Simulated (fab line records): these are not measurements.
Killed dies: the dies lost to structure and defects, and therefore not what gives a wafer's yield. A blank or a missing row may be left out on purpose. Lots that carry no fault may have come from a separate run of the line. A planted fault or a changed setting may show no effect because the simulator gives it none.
Chamber matching ; flow sky130 ; SKY_CONTACT_ETCH_17 on rie_diel-03: 4 sister chambers
The step etches SiO2 in C4F8/O2/Ar, stops on Si3N4, target depth 340 nm. 14 wafers are shown with their chamber, then 7 later ones without.

WAFERS PAIRED WITH THEIR CHAMBERS
wafer;chamber;rf_fwd_power_W (W);oes_product_au (a.u.)
L074.1;0;1488;0.897
L074.3;3;1478;0.889
L074.5;0;1491;0.886
L077.1;0;1487;0.888
L077.2;1;1487;0.900
L077.4;3;1485;0.897
L080.3;2;1486;0.886
L080.5;3;1482;0.887
L080.6;0;1493;0.890
L085.1;2;1485;0.895
L085.3;1;1479;0.895
L085.5;2;1495;0.907
L091.1;1;1482;0.897
L091.3;0;1482;0.888

SIGNATURES (averages over the wafers above)
reading;chamber 0;chamber 1;chamber 2;chamber 3;scatter within a chamber
rf_fwd_power_W;1488.20;1482.67;1488.67;1481.67;4.35
oes_product_au;0.88980;0.89733;0.89600;0.89100;0.00603
Rule: for each reading, subtract the chamber's mean from the wafer's reading, divide by that reading's scatter and square the result; add these up over the readings and take the root, which gives the wafer's distance from the chamber. The wafer belongs to the nearest chamber; if the next one is less than 2 further off, it can't be placed. The scatter: take each reading less its chamber's mean, square it, sum over the shown wafers, divide by the number of wafers less the number of chambers, and take the root.

WAFERS WITH NO CHAMBER GIVEN
wafer;rf_fwd_power_W (W);oes_product_au (a.u.)
L091.4;1485;0.884
L095.4;1486;0.894
L095.5;1486;0.892
L095.6;1482;0.897
L096.1;1485;0.888
L096.3;1484;0.892
L096.4;1479;0.889

EACH ONE'S CHAMBER
wafer;from the rows above;in truth
L091.4;can't be placed: 0 or 3 or 2 or 1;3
L095.4;can't be placed: 2 or 0 or 1 or 3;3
L095.5;can't be placed: 0 or 2 or 3 or 1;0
L095.6;can't be placed: 1 or 3 or 2 or 0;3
L096.1;can't be placed: 0 or 3 or 2 or 1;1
L096.3;can't be placed: 3 or 1 or 0 or 2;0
L096.4;can't be placed: 3 or 1 or 0 or 2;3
Correct placement for 0 of the 7. Unplaceable from these rows: 7, with the true chamber sitting among the candidates in 7. Wrongly placed: 0.
